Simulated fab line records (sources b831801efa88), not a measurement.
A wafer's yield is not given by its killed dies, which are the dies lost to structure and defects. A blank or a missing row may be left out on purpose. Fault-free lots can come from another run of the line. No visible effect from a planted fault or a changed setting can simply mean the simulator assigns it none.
fab line records	flow sky130
record: lots: 10	wafers: 30	last-day: 50
route steps=708 shown METAL1@438 VIA1@470 METAL3@536 VIA3@576 VIA4@642 PAD_OPEN@708
lots with no fault: from the same line, run without faults
start-h: start of the lot's first displayed wafer, in hours after the record's first day	wait-h: hours from the lot's prior step to this one	" repeats the value in the row above	L1.1+2: one row covering several wafers at once	- no value present, or no start provided	* or withheld: withheld	< > ~ a bound
route shown NAME@n: names a module that has steps shown in the file, with the first one's number in the route	usual: mean/standard deviation of fault-free wafers	same: alike in all rows	chamber/n: place in a boat	sites: the reading at each site	_std_site: their standard deviation	_edge_site: mean of outer sites minus mean of inner sites	radius-mm: for every site, how far away it sits from the centre of the wafer	mask NAME#n: copy n	behind: the last tool/chamber to shape the wafer	hold: why the lot was held/for how many hours/how that ended	device: the transistor (n, p or np) that didn't switch	end of line: the same wafers' tests at the end of the route	for a step that has no rows: nothing shown but its recipe	killed: not the wafer's yield, but the dies lost to structure and defects at the first sort	map: shows each die of a wafer: x if killed, . if not, _ if none is there
set.NAME: the setting that was run; set.NAME@STEP: the one run at that earlier step	model.NAME: the simulator's own value behind a step, which no gauge read
steps of the route over a sample of lots; a table a step, a row a wafer
services: the hour from which a tool's chamber was out of use, counted from the record's first day as start-h (under 0 if before that day), plus the number of hours and why
== steps ==
step: SKY_METAL1_SPUTTER_04
recipe: material: TiN	target-thk-nm: 70	power-w: 6500	time-s: 58.3	chamber-pressure-pa: 0.4
usual: throttle-valve-pct: 29.3/0.97
lot.wafer	tool	chamber	start-h	wait-h	throttle-valve-pct
L342.2	pvd-sputter-01	-	740.35	0.0	29.0
L342.3	"	-	"	"	29.8
L342.5	"	-	"	"	27.8
L343.1	pvd-sputter-02	-	748.97	0.0	29.0
L343.2	"	-	"	"	29.6
L343.6	"	-	"	"	28.2
L349.3	pvd-sputter-01	-	796.85	0.0	29.4
L349.4	"	-	"	"	28.0
L349.6	"	-	"	"	28.0
L350.2	pvd-sputter-01	-	819.51	0.0	29.6
L350.4	"	-	"	"	27.8
L350.5	"	-	"	"	28.0
L357.1	pvd-sputter-01	-	861.53	0.0	29.1
L357.5	"	-	"	"	29.6
L357.6	"	-	"	"	30.6
L359.4	pvd-sputter-01	-	880.92	0.0	30.8
L359.5	"	-	"	"	29.0
L359.6	"	-	"	"	27.9
L361.4	pvd-sputter-01	-	898.45	0.0	27.9
L361.5	"	-	"	"	29.1
L361.6	"	-	"	"	27.9
L362.1	pvd-sputter-04	-	902.65	0.0	29.7
L362.4	"	-	"	"	30.7
L362.5	"	-	"	"	29.6
L364.1	pvd-sputter-02	-	905.80	0.0	28.9
L364.4	"	-	"	"	28.0
L364.5	"	-	"	"	27.8
L363.2	pvd-sputter-01	-	908.15	0.0	29.2
L363.3	"	-	"	"	27.9
L363.4	"	-	"	"	29.6
step: SKY_METAL1_DESCUM_17
recipe: chemistry: O2	source-power-w: 150	bias-power-w: 0	pressure-mtorr: 10	temp-c: 40	time-s: 8
usual: drypump-motor-current-A: 5.5/0.45	oes-product-au: 0.999/0.0085	temp-c: 40.00/0.11
lot.wafer	tool	chamber	start-h	wait-h	drypump-motor-current-A	oes-product-au	rf-hours-counter-h	temp-c
L342.2	rie-metal-02	1	768.55	0.0	5.8	1.002	13	40.01
L342.3	"	1	"	"	5.8	0.998	-	39.93
L342.5	"	1	"	"	5.8	0.993	-	39.92
L343.1	rie-metal-04	1	776.43	0.0	5.0	0.991	4	40.00
L343.2	"	0	"	"	5.8	1.000	6	39.74
L343.6	"	1	"	"	5.0	0.993	-	40.07
L349.3	rie-metal-04	1	822.89	0.0	5.0	0.993	-	40.27
L349.4	"	0	"	"	5.8	1.006	-	39.93
L349.6	"	1	"	"	4.9	0.993	-	40.06
L350.2	rie-metal-04	0	845.08	0.0	5.8	0.999	8	40.12
L350.4	"	0	"	"	5.8	1.005	-	39.98
L350.5	"	1	"	"	5.0	0.991	-	40.08
L357.1	rie-metal-04	1	887.30	0.0	5.0	0.986	8	40.22
L357.5	"	1	"	"	5.0	0.978	-	39.92
L357.6	"	0	"	"	5.9	1.002	-	40.06
L359.4	rie-metal-04	1	906.34	0.0	5.0	0.996	-	39.88
L359.5	"	1	"	"	5.0	0.992	-	39.80
L359.6	"	0	"	"	5.8	1.008	-	39.98
L361.4	rie-metal-01	0	923.96	0.0	5.2	0.986	-	40.04
L361.5	"	1	"	"	6.4	0.996	-	39.91
L361.6	"	0	"	"	5.2	0.990	-	40.06
L362.1	rie-metal-04	1	927.48	0.0	5.0	0.998	10	40.00
L362.4	"	1	"	"	5.0	0.993	-	39.96
L362.5	"	1	"	"	5.0	1.001	-	40.01
L364.1	rie-metal-01	1	930.38	0.0	6.4	1.001	1	39.80
L364.4	"	1	"	"	6.4	0.994	-	39.89
L364.5	"	1	"	"	6.4	0.998	-	40.00
L363.2	rie-metal-01	0	932.64	0.0	5.2	0.985	6	39.96
L363.3	"	0	"	"	5.3	0.985	-	39.87
L363.4	"	1	"	"	6.4	0.984	-	39.96
step: SKY_VIA1_CD_MEAS_12
recipe: target-cd-nm: 150
usual: cd-nm: 150.6/1.6
lot.wafer	tool	chamber	start-h	wait-h	cd-nm
L342.2	cd-sem-01	-	796.60	-	152.5
L342.3	"	-	"	"	151.5
L342.5	"	-	"	"	151.2
L343.1	cd-sem-01	-	804.07	-	149.5
L343.2	"	-	"	"	151.9
L343.6	"	-	"	"	150.4
L349.3	cd-sem-01	-	850.22	-	149.5
L349.4	"	-	"	"	151.0
L349.6	"	-	"	"	150.7
L350.2	cd-sem-02	-	871.60	-	152.0
L350.4	"	-	"	"	151.9
L350.5	"	-	"	"	153.3
L357.1	cd-sem-02	-	913.58	-	153.4
L357.5	"	-	"	"	152.1
L357.6	"	-	"	"	152.0
L359.4	cd-sem-01	-	931.89	-	151.4
L359.5	"	-	"	"	150.0
L359.6	"	-	"	"	148.8
L361.4	cd-sem-02	-	949.69	-	151.6
L361.5	"	-	"	"	151.3
L361.6	"	-	"	"	153.0
L362.1	cd-sem-02	-	952.89	-	149.3
L362.4	"	-	"	"	148.8
L362.5	"	-	"	"	148.8
L364.1	cd-sem-02	-	955.32	-	151.4
L364.4	"	-	"	"	150.4
L364.5	"	-	"	"	149.2
L363.2	cd-sem-01	-	958.05	-	151.4
L363.3	"	-	"	"	152.9
L363.4	"	-	"	"	152.4
step: SKY_METAL3_SPUTTER_04
recipe: material: TiN	target-thk-nm: 70	power-w: 6500	time-s: 58.3	chamber-pressure-pa: 0.4
usual: throttle-valve-pct: 29.4/0.97
lot.wafer	tool	chamber	start-h	wait-h	throttle-valve-pct
L342.2	pvd-sputter-02	-	853.81	0.0	29.0
L342.3	"	-	"	"	28.3
L342.5	"	-	"	"	28.8
L343.1	pvd-sputter-01	-	860.92	0.0	29.6
L343.2	"	-	"	"	29.0
L343.6	"	-	"	"	27.9
L349.3	pvd-sputter-02	-	905.11	0.0	28.1
L349.4	"	-	"	"	29.6
L349.6	"	-	"	"	28.4
L350.2	pvd-sputter-02	-	926.37	0.0	28.2
L350.4	"	-	"	"	29.3
L350.5	"	-	"	"	28.1
L357.1	pvd-sputter-04	-	966.55	0.0	30.8
L357.5	"	-	"	"	29.7
L357.6	"	-	"	"	29.3
L359.4	pvd-sputter-04	-	984.93	0.0	30.9
L359.5	"	-	"	"	30.9
L359.6	"	-	"	"	29.6
L361.4	pvd-sputter-02	-	1002.15	0.0	27.9
L361.5	"	-	"	"	28.8
L361.6	"	-	"	"	28.1
L362.1	pvd-sputter-02	-	1004.00	0.0	29.4
L362.4	"	-	"	"	29.1
L362.5	"	-	"	"	29.4
L364.1	pvd-sputter-02	-	1006.86	0.0	29.1
L364.4	"	-	"	"	29.2
L364.5	"	-	"	"	28.0
L363.2	pvd-sputter-04	-	1010.21	0.0	29.6
L363.3	"	-	"	"	30.5
L363.4	"	-	"	"	30.1
step: SKY_METAL3_METAL_ETCH_18
recipe: target-depth-a: 8450	stop-on: SiO2	over-etch-frac: 0.3	time-s: 183.1	chemistry: Cl2/BCl3	resist-sidewall-deg: 88	pressure-mtorr: 10	icp-w: 900	bias-w: 48.5	Cl2_flow_sccm: 60	bcl3-flow-sccm: 30
usual: drypump-motor-current-A: 5.8/0.38	oes-product-au: 0.868/0.0054	throttle-valve-pct: 22.263/0.009
same: over-etch-frac: 0.3
lot.wafer	tool	chamber	start-h	wait-h	drypump-motor-current-A	oes-product-au	rf-hours-counter-h	throttle-valve-pct
L342.2	rie-metal-02	0	905.78	0.0	5.7	0.865	5	22.254
L342.3	"	0	"	"	5.7	0.864	-	22.261
L342.5	"	1	"	"	5.8	0.864	-	22.262
L343.1	rie-metal-03	1	912.74	0.0	6.2	0.867	4	22.287
L343.2	"	0	"	"	5.3	0.859	9	22.265
L343.6	"	1	"	"	6.2	0.859	-	22.286
L349.3	rie-metal-02	0	955.25	0.1	5.7	0.841	-	22.253
L349.4	"	1	"	"	5.8	0.873	-	22.254
L349.6	"	1	"	"	5.8	0.849	-	22.264
L350.2	rie-metal-03	1	975.34	0.0	6.2	0.850	7	22.265
L350.4	"	1	"	"	6.2	0.876	-	22.259
L350.5	"	0	"	"	5.3	0.876	-	22.260
L357.1	rie-metal-01	1	1013.09	0.0	6.4	0.867	5	22.247
L357.5	"	0	"	"	5.2	0.857	-	22.263
L357.6	"	1	"	"	6.4	0.867	-	22.278
L359.4	rie-metal-02	1	1030.95	0.1	5.8	0.868	-	22.260
L359.5	"	1	"	"	5.8	0.869	-	22.268
L359.6	"	0	"	"	5.7	0.858	-	22.245
L361.4	rie-metal-03	1	1047.75	0.1	6.2	0.864	-	22.255
L361.5	"	0	"	"	5.3	0.869	-	22.265
L361.6	"	1	"	"	6.2	0.866	-	22.262
L362.1	rie-metal-03	1	1050.23	0.0	6.2	0.874	13	22.256
L362.4	"	1	"	"	6.2	0.871	-	22.279
L362.5	"	0	"	"	5.3	0.878	-	22.243
L364.1	rie-metal-03	1	1051.97	0.0	6.1	0.858	13	22.272
L364.4	"	1	"	"	6.1	0.860	-	22.262
L364.5	"	1	"	"	6.2	0.870	-	22.257
L363.2	rie-metal-03	0	1055.33	0.0	5.3	0.877	17	22.258
L363.3	"	0	"	"	5.4	0.881	-	22.234
L363.4	"	1	"	"	6.2	0.868	-	22.252
step: SKY_VIA3_BOW_MEAS_03
recipe: mode: bow
usual: VIA3_BOW: 79/6.3
lot.wafer	tool	chamber	start-h	wait-h	hold	VIA3_BOW[um]
L342.2	film-metro-02	-	907.09	0.1	-	86
L342.3	"	-	"	"	-	80
L342.5	"	-	"	"	-	87
L343.1	film-metro-03	-	914.23	0.2	-	79
L343.2	"	-	"	"	-	72
L343.6	"	-	"	"	-	68
L349.3	film-metro-03	-	956.57	0.2	await-dispo/0.2h/release	66
L349.4	"	-	"	"	await-dispo/0.2h/release	78
L349.6	"	-	"	"	await-dispo/0.2h/release	65
L349.3	film-metro-03	-	956.86	0.3	-	-
L349.4	"	-	"	"	-	-
L349.6	"	-	"	"	-	-
L350.2	film-metro-03	-	976.70	0.1	-	79
L350.4	"	-	"	"	-	72
L350.5	"	-	"	"	-	82
L357.1	film-metro-02	-	1014.39	0.2	-	82
L357.5	"	-	"	"	-	75
L357.6	"	-	"	"	-	87
L359.4	film-metro-01	-	1032.25	0.3	-	70
L359.5	"	-	"	"	-	81
L359.6	"	-	"	"	-	70
L361.4	film-metro-01	-	1049.09	0.2	-	89
L361.5	"	-	"	"	-	82
L361.6	"	-	"	"	-	72
L362.1	film-metro-03	-	1051.61	0.2	-	73
L362.4	"	-	"	"	-	91
L362.5	"	-	"	"	-	82
L364.1	film-metro-01	-	1053.31	0.2	-	79
L364.4	"	-	"	"	-	84
L364.5	"	-	"	"	-	68
L363.2	film-metro-02	-	1056.69	0.1	-	70
L363.3	"	-	"	"	-	66
L363.4	"	-	"	"	-	88
step: SKY_VIA4_BOW_MEAS_03
recipe: mode: bow
usual: VIA4_BOW: 79/6.5
lot.wafer	tool	chamber	start-h	wait-h	hold	VIA4_BOW[um]
L342.2	film-metro-01	-	983.17	0.2	-	80
L342.3	"	-	"	"	-	77
L342.5	"	-	"	"	-	83
L343.1	film-metro-04	-	990.30	0.2	-	81
L343.2	"	-	"	"	-	74
L343.6	"	-	"	"	-	69
L349.3	film-metro-01	-	1029.79	0.2	await-dispo/0.2h/release	64
L349.4	"	-	"	"	await-dispo/0.2h/release	75
L349.6	"	-	"	"	await-dispo/0.2h/release	62
L349.3	film-metro-01	-	1030.07	0.3	-	-
L349.4	"	-	"	"	-	-
L349.6	"	-	"	"	-	-
L350.2	film-metro-04	-	1050.05	0.1	-	77
L350.4	"	-	"	"	-	70
L350.5	"	-	"	"	-	81
L357.1	film-metro-01	-	1083.70	0.1	-	82
L357.5	"	-	"	"	-	76
L357.6	"	-	"	"	-	87
L359.4	film-metro-03	-	1099.91	0.2	-	72
L359.5	"	-	"	"	-	84
L359.6	"	-	"	"	-	73
L361.4	film-metro-01	-	1115.00	0.3	-	92
L361.5	"	-	"	"	-	86
L361.6	"	-	"	"	-	78
L362.1	film-metro-03	-	1117.29	0.1	-	72
L362.4	"	-	"	"	-	91
L362.5	"	-	"	"	-	82
L364.1	film-metro-04	-	1118.44	0.2	-	82
L364.4	"	-	"	"	-	86
L364.5	"	-	"	"	-	69
L363.2	film-metro-03	-	1124.03	0.2	-	68
L363.3	"	-	"	"	-	64
L363.4	"	-	"	"	-	87
step: SKY_PAD_OPEN_PROBE_99
usual: defect-limited-yield: 82.4/1.8	killed_at_M0_to_M3: 44/7	killed_at_M4_up: 3.2/2	killed-at-contacts: 25/5.3	killed-at-front-end: 15/4.3	killed-at-other: 0.3/0.54	killed-dies: 86/8.7	killed-on-rim: 17/3.6	killed-open: 47/6.4	killed-short: 39/5.6	sort_bin_3_pad_short: 0.9/0.43	sort_bin_5_function: 10.4/1.4	sort_bin_6_memory: 6.3/1.2	sort-n-pass: 406/8.7	sort-yield-pct: 82.4/1.8
same: gross-dies: 492	killed-at-back-side: 0	sort_bin_4_leakage[%]: 0	sort_bin_8_speed[%]: 0
lot.wafer	tool	chamber	start-h	wait-h	defect-limited-yield[%]	killed_at_M0_to_M3	killed_at_M4_up	killed-at-contacts	killed-at-front-end	killed-at-other	killed-dies	killed-on-rim	killed-open	killed-short	sort_bin_3_pad_short[%]	sort_bin_5_function[%]	sort_bin_6_memory[%]	sort-n-pass	sort-yield-pct[%]
L349.3	prober-01	-	1117.74	0.2	83.9	30	2	29	18	0	79	16	43	36	1.6	8.5	5.9	413	83.9
L349.4	prober-01	-	1117.79	0.2	81.5	40	2	30	19	0	91	15	45	46	1.2	10.8	6.5	401	81.5
L349.6	prober-01	-	1117.89	0.2	82.5	40	2	26	17	1	86	14	48	38	1.0	9.6	6.9	406	82.5
L350.2	prober-02	-	1134.99	0.1	83.1	50	2	18	13	0	83	16	45	38	0.6	8.7	7.5	409	83.1
L350.4	prober-02	-	1135.09	0.2	79.7	51	4	30	15	0	100	23	58	42	0.8	12.0	7.5	392	79.7
L350.5	prober-02	-	1135.14	0.2	81.7	48	3	28	11	0	90	16	48	42	0.4	11.4	6.5	402	81.7
L357.1	prober-02	-	1164.32	0.1	85.0	32	3	25	14	0	74	14	41	33	0.6	10.0	4.5	418	85.0
L357.5	prober-02	-	1164.52	0.2	81.9	54	5	18	12	0	89	15	49	40	0.6	11.6	5.9	403	81.9
L357.6	prober-02	-	1164.57	0.2	80.9	50	6	26	11	1	94	15	54	40	1.0	10.2	7.9	398	80.9
L359.4	prober-01	-	1178.50	0.2	80.3	54	6	24	13	0	97	20	44	53	0.4	13.2	6.1	395	80.3
L359.5	prober-01	-	1178.55	0.2	80.3	52	6	26	13	0	97	25	52	45	1.0	11.4	7.3	395	80.3
L359.6	prober-01	-	1178.60	0.2	81.5	38	10	33	10	0	91	21	54	37	0.4	11.4	6.7	401	81.5
L361.4	prober-01	-	1190.34	0.2	81.5	59	3	15	12	2	91	12	55	35	0.6	10.0	7.9	401	81.5
L363.2	prober-02	-	1198.41	0.1	83.3	33	0	30	17	2	82	22	48	31	0.8	8.7	7.1	410	83.3
L363.3	prober-02	-	1198.46	0.2	83.7	42	5	19	14	0	80	12	35	45	1.0	10.2	5.1	412	83.7
L363.4	prober-02	-	1198.51	0.2	81.7	46	5	28	11	0	90	15	53	37	1.6	10.6	6.1	402	81.7
killed by level:class
L349.3 LI_CONTACT:geometric-particle:open=8 CONTACT:geometric-particle:short=6 CONTACT:geometric-particle:open=6 VIA1:geometric-particle:open=6 VIA3:geometric-particle:open=6 FIELD_ISO:geometric-particle:short=5 LOCAL_INTERCONNECT:geometric-particle:short=5 FIELD_ISO:geometric-particle:open=4
L349.4 LI_CONTACT:geometric-particle:open=11 CONTACT:geometric-particle:open=8 VIA1:geometric-particle:open=8 METAL1:geometric-particle:short=7 METAL2:geometric-particle:short=6 POLY_GATE:geometric-particle:short=5 VIA3:geometric-particle:open=5 FIELD_ISO:geometric-particle:short=4
L349.6 VIA1:geometric-particle:open=10 VIA2:geometric-particle:open=8 CONTACT:geometric-particle:open=8 LI_CONTACT:geometric-particle:open=7 METAL2:geometric-particle:short=6 CONTACT:geometric-particle:short=5 FIELD_ISO:geometric-particle:open=3 LI_CONTACT:geometric-particle:short=3
L350.2 VIA1:geometric-particle:open=13 VIA3:geometric-particle:open=8 VIA1:geometric-particle:short=6 LI_CONTACT:geometric-particle:short=5 METAL1:geometric-particle:short=5 VIA2:geometric-particle:open=5 CONTACT:geometric-particle:open=4 METAL2:geometric-particle:short=4
L350.4 VIA1:geometric-particle:open=15 CONTACT:geometric-particle:open=10 LI_CONTACT:geometric-particle:open=8 METAL1:geometric-particle:short=6 POLY_GATE:geometric-particle:open=5 VIA3:geometric-particle:open=5 VIA1:geometric-particle:short=5 LOCAL_INTERCONNECT:geometric-particle:short=4
L350.5 VIA1:geometric-particle:open=13 CONTACT:geometric-particle:open=8 VIA3:geometric-particle:short=7 METAL1:geometric-particle:short=7 CONTACT:geometric-particle:short=6 LI_CONTACT:geometric-particle:open=5 VIA3:geometric-particle:open=5 VIA2:geometric-particle:open=5
L357.1 LI_CONTACT:geometric-particle:open=10 METAL1:geometric-particle:short=7 VIA3:geometric-particle:open=6 VIA1:geometric-particle:open=6 FIELD_ISO:geometric-particle:short=5 LI_CONTACT:geometric-particle:short=5 CONTACT:geometric-particle:open=5 VIA2:geometric-particle:open=5
L357.5 VIA1:geometric-particle:open=12 VIA1:geometric-particle:short=10 CONTACT:geometric-particle:open=8 VIA2:geometric-particle:open=7 VIA3:geometric-particle:open=7 LI_CONTACT:geometric-particle:open=5 POLY_GATE:geometric-particle:short=4 VIA3:geometric-particle:short=4
L357.6 VIA1:geometric-particle:open=17 CONTACT:geometric-particle:open=11 LI_CONTACT:geometric-particle:open=9 VIA1:geometric-particle:short=7 LI_CONTACT:geometric-particle:short=5 VIA3:geometric-particle:open=5 METAL1:geometric-particle:short=4 METAL2:geometric-particle:short=4
L359.4 VIA1:geometric-particle:open=15 METAL1:geometric-particle:short=8 VIA1:geometric-particle:short=8 CONTACT:geometric-particle:open=6 VIA2:geometric-particle:open=6 VIA3:geometric-particle:short=6 LI_CONTACT:geometric-particle:short=5 LI_CONTACT:geometric-particle:open=5
L359.5 VIA1:geometric-particle:open=14 VIA2:geometric-particle:open=8 CONTACT:geometric-particle:open=7 METAL1:geometric-particle:short=7 VIA3:geometric-particle:open=6 LI_CONTACT:geometric-particle:open=6 LI_CONTACT:geometric-particle:short=5 CONTACT:geometric-particle:short=5
L359.6 LI_CONTACT:geometric-particle:open=11 VIA1:geometric-particle:open=9 VIA3:geometric-particle:open=9 VIA2:geometric-particle:open=9 METAL4:geometric-particle:short=8 CONTACT:geometric-particle:short=6 CONTACT:geometric-particle:open=6 FIELD_ISO:geometric-particle:short=4
L361.4 VIA1:geometric-particle:open=14 VIA3:geometric-particle:open=14 VIA2:geometric-particle:open=10 LI_CONTACT:geometric-particle:open=7 METAL2:geometric-particle:short=6 POLY_GATE:geometric-particle:short=5 CONTACT:geometric-particle:short=3 CONTACT:geometric-particle:open=3
L363.2 CONTACT:geometric-particle:open=15 VIA1:geometric-particle:open=8 FIELD_ISO:geometric-particle:open=6 CONTACT:geometric-particle:short=6 LOCAL_INTERCONNECT:geometric-particle:short=5 METAL2:geometric-particle:open=4 VIA2:geometric-particle:open=4 VIA3:geometric-particle:open=4
L363.3 CONTACT:geometric-particle:short=7 VIA1:geometric-particle:open=7 VIA3:geometric-particle:open=7 VIA1:geometric-particle:short=6 POLY_GATE:geometric-particle:short=5 CONTACT:geometric-particle:open=5 VIA2:geometric-particle:short=5 METAL4:geometric-particle:short=5
L363.4 CONTACT:geometric-particle:open=12 VIA2:geometric-particle:open=11 VIA1:geometric-particle:open=8 LI_CONTACT:geometric-particle:short=5 LI_CONTACT:geometric-particle:open=5 METAL4:geometric-particle:short=5 VIA3:geometric-particle:open=5 SPACER:geometric-particle:open=4
== services ==
tool	chamber	start-h	hours	kind
pvd-sputter-01	0	718.15	-	consumable-replace:kit
pvd-sputter-01	0	718.15	18.0	scheduled-down
pvd-sputter-01	0	718.15	18.0	vent-cycle
rie-metal-02	0	760.60	2.9	repair
pvd-sputter-02	-	807.31	0.6	repair
pvd-sputter-02	1	860.85	-	consumable-replace:kit
pvd-sputter-02	1	860.85	18.0	scheduled-down
pvd-sputter-02	1	860.85	18.0	vent-cycle
pvd-sputter-02	-	879.21	1.4	repair
pvd-sputter-04	-	885.23	8.5	repair
rie-metal-04	1	928.13	5.1	repair
pvd-sputter-02	-	935.66	2.6	repair
pvd-sputter-01	3	937.05	-	consumable-replace:kit
pvd-sputter-01	3	937.05	18.0	scheduled-down
pvd-sputter-01	3	937.05	18.0	vent-cycle
rie-metal-03	0	942.87	1.1	repair
pvd-sputter-02	-	946.19	4.0	repair
pvd-sputter-02	-	960.31	6.9	repair
rie-metal-04	-	971.70	0.7	repair
pvd-sputter-01	-	1005.01	14.3	repair
pvd-sputter-01	-	1006.91	0.7	repair
pvd-sputter-02	0	1016.17	-	consumable-replace:kit
pvd-sputter-02	0	1016.17	18.0	scheduled-down
rie-metal-04	-	1035.26	28.1	pm
== key ==
first-sign: step: SKY_METAL3_METAL_ETCH_18	reading: oes-product-au	direction: down	sigmas: 4	usual: 0.868	struck: 0.846
effect none on later readings
met-at SKY_METAL3_SPUTTER_04
struck-lots L349,L350
struck-wafers L349.3,L349.6,L350.2
not-acting-at SKY_METAL1_SPUTTER_04,SKY_METAL1_DESCUM_17,SKY_VIA1_CD_MEAS_12
onset-between 853.81 905.11
fault: kind: process-parameter-drift	tool: pvd-sputter-02	chamber: -	onset-h: 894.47	steps: SKY_METAL3_SPUTTER_04	channel: target-thk-nm	offset: -45.845	shape: step	end-h: 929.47	acts-in: these-recipes-only	stated: 70	scope: struck-wafers-only
